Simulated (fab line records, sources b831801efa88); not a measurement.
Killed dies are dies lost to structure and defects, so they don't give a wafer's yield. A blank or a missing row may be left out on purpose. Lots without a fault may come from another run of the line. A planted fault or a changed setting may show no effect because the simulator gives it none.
Which tool did it? | flow sky130 | 12 lots, 36 wafers sampled, at 5 steps of a route of 708

WHAT THE GAUGES READ, wafer by wafer
The record holds no reading of a measuring or inspecting step that can be judged against a usual standard deviation.

WHICH TOOL RAN EACH LOT (tool, then ch and the chambers of the sampled wafers, then the start)
lot  | SKY_METAL1_DESCUM_17              | SKY_VIA1_SPUTTER_20          | SKY_METAL2_SPUTTER_01        | SKY_METAL3_ETCH_17                 | SKY_PAD_OPEN_PROBE_99
L318 | rie_metal-04 ch 0,1, day 32 09:59 | pvd_sputter-04, day 33 14:25 | pvd_sputter-03, day 33 15:04 | rie_diel-02 ch 1,2,3, day 38 06:39 | prober-01, day 45 11:27
L319 | rie_metal-04 ch 0,1, day 32 12:38 | pvd_sputter-04, day 33 17:58 | pvd_sputter-02, day 33 18:37 | rie_diel-01 ch 2,3, day 38 08:55   | prober-02, day 45 15:14
L320 | rie_metal-04 ch 0,1, day 33 08:13 | pvd_sputter-03, day 34 13:14 | pvd_sputter-02, day 34 13:53 | rie_diel-03 ch 1,2, day 39 03:16   | prober-01, day 46 02:38
L321 | rie_metal-04 ch 0,1, day 33 15:46 | pvd_sputter-01, day 34 21:08 | pvd_sputter-04, day 34 21:47 | rie_diel-01 ch 0,3, day 39 10:25   | prober-02, day 46 09:15
L323 | rie_metal-03 ch 0,1, day 34 07:37 | pvd_sputter-04, day 35 12:08 | pvd_sputter-04, day 35 12:47 | rie_diel-01 ch 1,2,3, day 40 00:13 | prober-02, day 46 22:08
L324 | rie_metal-04 ch 0,1, day 34 16:13 | pvd_sputter-03, day 35 21:17 | pvd_sputter-02, day 35 21:57 | rie_diel-03 ch 0,1,3, day 40 07:10 | prober-01, day 47 03:29
L325 | rie_metal-01 ch 0,1, day 34 21:50 | pvd_sputter-04, day 36 02:46 | pvd_sputter-03, day 36 03:25 | rie_diel-03 ch 1,2,3, day 40 14:24 | prober-02, day 47 09:44
L326 | rie_metal-04 ch 0,1, day 34 23:56 | pvd_sputter-04, day 36 04:23 | pvd_sputter-02, day 36 05:02 | rie_diel-02 ch 1,2,3, day 40 15:58 | prober-01, day 47 12:34
L331 | rie_metal-01 ch 0,1, day 36 16:35 | pvd_sputter-01, day 37 21:04 | pvd_sputter-02, day 37 21:43 | rie_diel-01 ch 0,1,2, day 42 05:02 | prober-01, day 48 17:17
L332 | rie_metal-03 ch 0,1, day 37 00:35 | pvd_sputter-04, day 38 04:40 | pvd_sputter-02, day 38 05:20 | rie_diel-01 ch 0,1,3, day 42 11:04 | prober-01, day 48 19:11
L334 | rie_metal-01 ch 0,1, day 38 13:16 | pvd_sputter-04, day 39 15:55 | pvd_sputter-02, day 39 16:34 | rie_diel-03 ch 0,1, day 43 18:39   | prober-01, day 49 19:53
L339 | rie_metal-03 ch 0,1, day 39 16:21 | pvd_sputter-04, day 40 19:17 | pvd_sputter-02, day 40 19:58 | rie_diel-03 ch 0,1,3, day 44 19:46 | prober-01, day 50 19:11
- SKY_METAL1_DESCUM_17: chemistry O2, time 8 s.
- SKY_VIA1_SPUTTER_20: material TiN, target thk 20 nm, time 80 s.
- SKY_METAL2_SPUTTER_01: material TiN, target thk 20 nm, time 16.16 s.
- SKY_METAL3_ETCH_17: etches SiO2 in C4F8/O2/Ar, stops on TiN, time 3.9 s, target depth 15 nm.
- SKY_PAD_OPEN_PROBE_99

WHAT THE TOOLS THEMSELVES READ (means of the sampled wafers that have a number; where no wafer has one, the mark that the record gives instead)
SKY_METAL1_DESCUM_17.
lot  | tool         | drypump_motor_current_A (A) | oes_product_au (a.u.)
L318 | rie_metal-04 | 6.4                         | 0.999
L319 | rie_metal-04 | 6.4                         | 0.997
L320 | rie_metal-04 | 6.1                         | 1.003
L321 | rie_metal-04 | 6.1                         | 0.989
L323 | rie_metal-03 | 5.3                         | 0.991
L324 | rie_metal-04 | 6.2                         | 0.990
L325 | rie_metal-01 | 5.5                         | 0.992
L326 | rie_metal-04 | 6.4                         | 0.992
L331 | rie_metal-01 | 5.5                         | 0.999
L332 | rie_metal-03 | 5.2                         | 0.995
L334 | rie_metal-01 | 5.5                         | 0.988
L339 | rie_metal-03 | 5.2                         | 0.992

SKY_VIA1_SPUTTER_20.
lot  | tool           | throttle_valve_pct (%)
L318 | pvd_sputter-04 | 29.7
L319 | pvd_sputter-04 | 29.1
L320 | pvd_sputter-03 | 28.6
L321 | pvd_sputter-01 | 31.2
L323 | pvd_sputter-04 | 29.8
L324 | pvd_sputter-03 | 28.7
L325 | pvd_sputter-04 | 31.1
L326 | pvd_sputter-04 | 30.3
L331 | pvd_sputter-01 | 30.7
L332 | pvd_sputter-04 | 29.1
L334 | pvd_sputter-04 | 28.7
L339 | pvd_sputter-04 | 29.7

SKY_METAL2_SPUTTER_01.
lot  | tool           | throttle_valve_pct (%)
L318 | pvd_sputter-03 | 28.8
L319 | pvd_sputter-02 | 30.4
L320 | pvd_sputter-02 | 30.4
L321 | pvd_sputter-04 | 29.3
L323 | pvd_sputter-04 | 29.8
L324 | pvd_sputter-02 | 31.4
L325 | pvd_sputter-03 | 28.6
L326 | pvd_sputter-02 | 30.7
L331 | pvd_sputter-02 | 31.5
L332 | pvd_sputter-02 | 31.5
L334 | pvd_sputter-02 | 30.6
L339 | pvd_sputter-02 | 31.4

SKY_METAL3_ETCH_17.
lot  | tool        | bias_w (W) | oes_product_au (a.u.)
L318 | rie_diel-02 | 1200       | 0.764
L319 | rie_diel-01 | 1200       | 0.756
L320 | rie_diel-03 | 1200       | 0.760
L321 | rie_diel-01 | 1199       | 0.756
L323 | rie_diel-01 | 1200       | 0.755
L324 | rie_diel-03 | 1201       | 0.758
L325 | rie_diel-03 | 1199       | 0.759
L326 | rie_diel-02 | 1202       | 0.752
L331 | rie_diel-01 | 1201       | 0.749
L332 | rie_diel-01 | 1204       | 0.743
L334 | rie_diel-03 | 1202       | 0.756
L339 | rie_diel-03 | 1205       | 0.760

SKY_PAD_OPEN_PROBE_99.
lot  | tool      | defect_limited_yield (%) | killed_at_M0_to_M3 | killed_at_M4_up | killed_at_contacts | killed_at_front_end | killed_at_other | killed_dies | killed_on_rim | killed_open | killed_short | sort_bin_3_pad_short (%) | sort_bin_5_function (%) | sort_bin_6_memory (%) | sort_n_pass | sort_yield_pct (%)
L318 | prober-01 | 83.9                     | 39                 | 3.0             | 23                 | 13                  | 0.3             | 79          | 13            | 48          | 31           | 0.3                      | 10.1                    | 5.6                   | 413         | 83.9
L319 | prober-02 | 83.2                     | 47                 | 3.3             | 20                 | 12                  | 0.3             | 82          | 16            | 48          | 34           | 0.9                      | 10.2                    | 5.6                   | 410         | 83.2
L320 | prober-01 | 81.5                     | 43                 | 4.7             | 28                 | 15                  | 0.0             | 91          | 17            | 45          | 46           | 1.1                      | 11.2                    | 6.2                   | 401         | 81.5
L321 | prober-02 | 83.9                     | 38                 | 3.7             | 24                 | 13                  | 0.0             | 79          | 15            | 38          | 41           | 0.9                      | 8.5                     | 6.6                   | 413         | 83.9
L323 | prober-02 | 83.1                     | 47                 | 1.7             | 24                 | 11                  | 0.0             | 83          | 15            | 44          | 39           | 0.7                      | 11.0                    | 5.2                   | 409         | 83.1
L324 | prober-01 | 82.2                     | 47                 | 1.7             | 26                 | 12                  | 0.0             | 87          | 16            | 48          | 39           | 1.0                      | 10.1                    | 6.6                   | 405         | 82.2
L325 | prober-02 | 84.8                     | 36                 | 1.3             | 22                 | 15                  | 0.3             | 75          | 15            | 39          | 36           | 0.8                      | 8.7                     | 5.6                   | 417         | 84.8
L326 | prober-01 | 81.2                     | 41                 | 3.0             | 27                 | 21                  | 0.0             | 92          | 21            | 57          | 35           | 0.9                      | 11.8                    | 6.1                   | 400         | 81.2
L331 | prober-01 | 78.3                     | 69                 | 1.7             | 21                 | 15                  | 0.0             | 107         | 24            | 46          | 34           | 1.4                      | 13.3                    | 6.9                   | 385         | 78.3
L332 | prober-01 | 77.7                     | 70                 | 2.3             | 25                 | 12                  | 0.7             | 110         | 21            | 43          | 37           | 2.1                      | 13.4                    | 6.8                   | 382         | 77.7
L334 | prober-01 | 80.8                     | 48                 | 3.0             | 23                 | 20                  | 0.0             | 94          | 18            | 50          | 44           | 1.1                      | 10.8                    | 7.2                   | 398         | 80.8
L339 | prober-01 | 83.5                     | 41                 | 2.3             | 22                 | 15                  | 0.3             | 81          | 17            | 43          | 38           | 0.5                      | 9.8                     | 6.2                   | 411         | 83.5

THE ANSWER, worked out from the rows above alone
Rule: what is usual is taken from the lots themselves. Put in order of their means at a reading, lots are off if they are a third of the lots or fewer, leave a main group of 4 or more, and stand apart from it by a gap of 3 or more times the standard deviation of the main group's means; of several such gaps the widest counts. A main group whose means are all the same, to the digits that the tables above print for the reading, isn't used. A lot without any number at a reading at which 4 lots or more have one is off too. The other lots that the step has rows for count as sound. The gauges are gone through in route order, then the tools' own readings, and for those a lot's mean is taken as printed above. The first step at which some lot is off is used, and at that step the reading that is off furthest; a lot without a number counts as furthest.
Off: L331, L332, at SKY_PAD_OPEN_PROBE_99 (killed_at_M0_to_M3). The main group: mean 43, standard deviation 4.1.
A tool fits if, at that step or a process step before it, it ran every lot that is off, and no sound lot after the first of them. One fits: rie_diel-01 at SKY_METAL3_ETCH_17. Its last sound lot is L323 (day 40 00:13), its first lot that is off L331 (day 42 05:02): a fault that began between those two fits.

WHAT THE SIMULATOR HAD PUT IN
Chamber particle source: rie_diel-01, from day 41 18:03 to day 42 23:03, at SKY_METAL3_ETCH_17. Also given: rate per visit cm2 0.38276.
Lots struck among those shown: L331, L332. The rule above found the same.
